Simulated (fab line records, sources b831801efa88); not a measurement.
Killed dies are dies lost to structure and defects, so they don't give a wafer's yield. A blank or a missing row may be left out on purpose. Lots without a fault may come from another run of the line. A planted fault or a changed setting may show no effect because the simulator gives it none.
Problem report in the 8D (eight disciplines) form, filled by code | flow sky130 | the parts of the form that need people (team, actions taken, sign-off) are left out

1. THE PROBLEM
SD_N_RS at SKY_SD_N_RS_MEAS_16 reads a mean of 67.53 ohm/sq on 6 wafers of 2 lots; wafers without a fault read 68.63 ohm/sq with a standard deviation of 0.1. That is -11 standard deviations from the usual mean.
The step: measures by four-point-probe.
First seen on wafer L218.2, day 31 01:55, on film_metro-04. The record holds 33 wafers of 11 lots with a number at this step. Rule for "out", or "out of limits": more than 4 standard deviations from the usual mean. The other wafers with a number count as sound.

2. WHAT IT IS AND WHAT IT IS NOT
question                    | is                     | is not
which readings at this step | SD_N_RS                | -
which lots                  | L218, L220             | L212, L213, L214, L217, L227, L229, L232, L233, L234
which wafers of those lots  | all that have a number | -
read on which gauges        | film_metro-04          | film_metro-01, film_metro-02
when                        | from day 31 01:55      | up to then (12 sound wafers); but 15 sound wafers of L227, L229, L232, L233, L234 came after

3. SUSPECTS, AND WHAT RULES EACH OUT
Counting: a tool at a process step up to the reading stays a suspect if it ran every lot that is out and no sound lot after the first of them.
- the gauge at SKY_SD_N_RS_MEAS_16: ruled out. All the wafers that are out were read on film_metro-04, but those of them that SKY_SD_N_RTA_14 has rows for are out there too, on other tools.
- rtp_anneal-02 at SKY_SD_N_RTA_14 (time 2 s): ruled out as a lasting fault. Sound lots L233, L234 ran on it after its first lot that is out, L218 (day 31 01:44).
Left after counting: nothing in the record.

4. THE CAUSE (what the simulator had put in)
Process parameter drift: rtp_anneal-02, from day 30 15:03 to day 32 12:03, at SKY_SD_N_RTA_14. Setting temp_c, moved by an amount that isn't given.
Counting ruled it out, wrongly: the rule takes a fault to strike every lot that its tool runs from its start on, and this one did not.

5. THE CHAIN OF EFFECTS, in route order
Each row: a reading whose mean over the struck wafers that have a number lies more than 3 standard deviations from the usual. Only readings for which the record gives a usual standard deviation are gone through. hours: the time from each lot's start at the first step in this table that gives one to its start at this step, as a median over the lots. sigmas: the change in usual standard deviations.
hours | step                | reading          | usual        | on struck wafers | change | sigmas
0     | SKY_SD_N_RTA_14     | wafer_temp_C_max | 1078.0       | 1084.3           | +6.3   | +5.3
0     | SKY_SD_N_RS_MEAS_16 | SD_N_RS          | 68.63 ohm/sq | 67.53            | -1.10  | -11
7     | SKY_SD_N_RS_MEAS_17 | SD_P_RS          | 147.3 ohm/sq | 141.9            | -5.4   | -17
The process steps in it:
- SKY_SD_N_RTA_14: time 2 s.

6. WHAT WOULD HAVE CAUGHT IT SOONER
In this record the first reading out of limits at a measuring or inspecting step was taken at day 31 01:55, 11 hours after the fault began at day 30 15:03.
The tool's own readings at SKY_SD_N_RTA_14 were out on every struck wafer that the step has a row for (wafer_temp_C_max): an alarm limit on them would have fired on the first of those.
